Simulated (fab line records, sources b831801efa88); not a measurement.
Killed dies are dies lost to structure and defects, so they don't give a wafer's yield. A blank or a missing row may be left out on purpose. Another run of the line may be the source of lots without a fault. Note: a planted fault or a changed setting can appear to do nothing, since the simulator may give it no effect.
Which tool was responsible?	flow gf180mcu	Sampling: 11 lots, 33 wafers, 5 of 602 route steps

WHAT THE GAUGES SHOWED, per wafer
GF_V3_OVL_MEAS_15. Usual: V3_OVL 1 nm, standard deviation 5.1.
lot	measured	on	V3_OVL (nm)	flag
L338	day 22 08:07	overlay-02	8 10 5	
L340	day 23 03:58	overlay-02	-1 1 4	
L341	day 23 11:22	overlay-02	-5 -3 -12	
L343	day 24 12:22	overlay-02	2 -3 2	
L345	day 24 21:18	overlay-01	-3 0 -6	
L351	day 27 02:07	overlay-01	-2 5 -1	
L352	day 27 05:14	overlay-01	8 -2 3	
L353	day 27 11:18	overlay-02	9 -6 4	
L355	day 28 01:47	overlay-01	6 2 1	
L356	day 28 14:02	overlay-02	-5 5 8	
L357	day 28 21:21	overlay-02	1 13 8	

WHAT TOOL EACH LOT RAN ON (gives the tool, then ch and the chambers of the sampled wafers, and finally the start)
lot	GF_M2_METAL_ETCH_16	GF_M2_STRIP_17	GF_M3_STRIP_17	GF_V3_CMP_04
L338	rie metal-03 ch 0, day 19 03:05	plasma asher-01 ch 0,1, day 19 03:13	plasma asher-03 ch 0, day 21 06:29	cmp-02 ch 0,2, day 21 07:38
L340	rie metal-03 ch 0,1, day 20 00:57	plasma asher-03 ch 0,1, day 20 01:05	plasma asher-01 ch 0,1, day 22 03:58	cmp-02 ch 0,3, day 22 04:53
L341	rie metal-02 ch 0,1, day 20 09:10	plasma asher-03 ch 0,1, day 20 09:17	plasma asher-04 ch 0,1, day 22 11:25	cmp-01 ch 0,1,3, day 22 12:22
L343	rie metal-01 ch 0,1, day 21 11:17	plasma asher-03 ch 0,1, day 21 11:25	plasma asher-04 ch 0,1, day 23 12:23	cmp-01 ch 0,1, day 23 13:11
L345	rie metal-02 ch 0,1, day 21 20:53	plasma asher-02 ch 0,1, day 21 21:01	plasma asher-03 ch 0,1, day 23 22:25	cmp-02 ch 0,1,2, day 23 23:25
L351	rie metal-01 ch 0, day 24 05:31	plasma asher-01 ch 0,1, day 24 05:44	plasma asher-03 ch 0,1, day 26 03:58	cmp-01 ch 0,2, day 26 04:54
L352	rie metal-03 ch 0, day 24 09:46	plasma asher-01 ch 1, day 24 09:54	plasma asher-04 ch 0,1, day 26 07:04	cmp-01 ch 2,3, day 26 07:52
L353	rie metal-03 ch 0,1, day 24 17:31	plasma asher-01 ch 0,1, day 24 17:39	plasma asher-04 ch 0,1, day 26 13:53	cmp-01 ch 0,2,3, day 26 14:46
L355	rie metal-03 ch 0,1, day 25 07:19	plasma asher-01 ch 0,1, day 25 07:27	plasma asher-04 ch 0,1, day 27 04:35	cmp-01 ch 1,2,3, day 27 05:23
L356	rie metal-02 ch 0,1, day 25 21:51	plasma asher-02 ch 0,1, day 25 21:59	plasma asher-01 ch 0, day 27 17:22	cmp-02 ch 0,1, day 27 18:12
L357	rie metal-03 ch 0,1, day 26 04:33	plasma asher-01 ch 0, day 26 04:41	plasma asher-03 ch 1, day 28 00:31	cmp-02 ch 0,2, day 28 01:25
- GF_M2_METAL_ETCH_16: etches the open film in Cl2/BCl3, stops on SiO2, target depth 750.8 nm, time 125.1 s.
- GF_M2_STRIP_17: strips in O2/N2.
- GF_M3_STRIP_17: strips in O2/N2.
- GF_V3_CMP_04: polishes SiO2.

WHAT THE TOOLS THEMSELVES READ (means of the sampled wafers that have a number; where no wafer has one, the mark that the record gives instead)
GF_M2_METAL_ETCH_16. Usual: bias w 140.0 W, standard deviation 0.48; drypump motor current A 6.0 A, standard deviation 0.38; oes product au 0.987 a.u., standard deviation 0.0073; throttle valve pct 28.231 %, standard deviation 0.01.
lot	tool	bias w (W)	drypump motor current A (A)	oes product au (a.u.)	throttle valve pct (%)	flag
L338	rie metal-03	139.9	6.5	0.996	28.225	
L340	rie metal-03	139.8	6.1	0.987	28.227	
L341	rie metal-02	139.5	6.1	0.984	28.230	
L343	rie metal-01	139.8	5.5	0.986	28.232	
L345	rie metal-02	140.1	6.1	0.973	28.235	
L351	rie metal-01	140.4	6.1	0.988	28.221	
L352	rie metal-03	139.8	6.5	0.990	28.238	
L353	rie metal-03	140.0	6.1	0.976	28.237	
L355	rie metal-03	215.1	6.3	0.999	28.219	OFF
L356	rie metal-02	139.8	6.1	0.986	28.219	
L357	rie metal-03	214.4	6.3	0.998	28.220	OFF

GF_M2_STRIP_17. Usual: drypump motor current A 5.4 A, standard deviation 0.39; heater power w 339 W, standard deviation 38; oes product au 0.538 a.u., standard deviation 0.0046; strip time to endpoint s 7.40 s, standard deviation 0.061.
lot	tool	drypump motor current A (A)	heater power w (W)	oes product au (a.u.)	strip time to endpoint s (s)	flag
L338	plasma asher-01	5.2	334	0.541	7.38	
L340	plasma asher-03	5.6	307	0.540	7.40	
L341	plasma asher-03	5.8	324	0.540	7.39	
L343	plasma asher-03	5.6	311	0.538	7.43	
L345	plasma asher-02	5.2	393	0.538	7.42	
L351	plasma asher-01	5.4	343	0.538	7.27	
L352	plasma asher-01	4.9	330	0.535	7.40	
L353	plasma asher-01	5.4	340	0.542	7.43	
L355	plasma asher-01	5.1	334	0.521	6.97	OFF
L356	plasma asher-02	5.2	354	0.538	7.39	
L357	plasma asher-01	5.6	348	0.524	7.00	OFF

GF_M3_STRIP_17. Usual: drypump motor current A 5.6 A, standard deviation 0.34; heater power w 334 W, standard deviation 26; oes product au 0.538 a.u., standard deviation 0.0054; strip time to endpoint s 7.38 s, standard deviation 0.07.
lot	tool	drypump motor current A (A)	heater power w (W)	oes product au (a.u.)	strip time to endpoint s (s)	flag
L338	plasma asher-03	5.4	294	0.539	7.36	
L340	plasma asher-01	5.4	345	0.537	7.46	
L341	plasma asher-04	5.6	360	0.535	7.32	
L343	plasma asher-04	5.6	360	0.534	7.42	
L345	plasma asher-03	5.8	320	0.539	7.42	
L351	plasma asher-03	5.6	308	0.531	7.36	
L352	plasma asher-04	5.6	342	0.532	7.30	
L353	plasma asher-04	5.6	345	0.540	7.48	
L355	plasma asher-04	5.6	358	0.531	7.27	
L356	plasma asher-01	5.6	346	0.531	7.27	
L357	plasma asher-03	6.1	336	0.543	7.41	

GF_V3_CMP_04. Usual: edge zone pressure frac 1.000, standard deviation 0.0054; motor current A 12.4 A, standard deviation 0.95; time to endpoint s 78 s, standard deviation 6.2.
lot	tool	edge zone pressure frac	motor current A (A)	time to endpoint s (s)	flag
L338	cmp-02	1.000	12.1	72	
L340	cmp-02	1.005	12.7	85	
L341	cmp-01	0.999	12.2	79	
L343	cmp-01	1.003	12.3	76	
L345	cmp-02	0.995	12.2	81	
L351	cmp-01	0.996	13.5	81	
L352	cmp-01	0.996	12.1	77	
L353	cmp-01	0.998	13.3	83	
L355	cmp-01	0.999	11.8	71	
L356	cmp-02	1.002	12.2	76	
L357	cmp-02	0.996	11.9	76	

THE ANSWER, worked out from the rows above alone
Rule: lot off if the mean of its wafers having a number is beyond 3 standard deviations from the usual mean. A lot without any number at a reading at which 4 lots or more have one is off too. All remaining lots with rows at the step are treated as sound. First the gauges in route order, then the tools' own readings, where a lot's mean is used as printed above. At the first step where some lot is off, the reading lying furthest off is the one used; lots without a number count as furthest.
Off: L355, L357, at GF_M2_METAL_ETCH_16 (bias w).
A tool fits if, at that step or a process step before it, it ran every lot that is off, and no sound lot after the first of them. One fits: rie metal-03 at GF_M2_METAL_ETCH_16. Its last sound lot is L353 (day 24 17:31), its first lot that is off L355 (day 25 07:19): a fault that began between those two fits.
The tool's own readings at GF_M2_METAL_ETCH_16 bear it out: on the lots that are off they differ by more than 5 times the standard deviation of the sound lots' means. bias w reads 214.8 W there against 139.9 W on the sound lots.

WHAT HAD BEEN PUT IN BY THE SIMULATOR
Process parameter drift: rie metal-03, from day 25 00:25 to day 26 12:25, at GF_M2_METAL_ETCH_16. Setting bias w, moved by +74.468, from 140. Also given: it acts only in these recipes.
Shown lots that were struck: L355, L357. The rule given above showed the same thing.
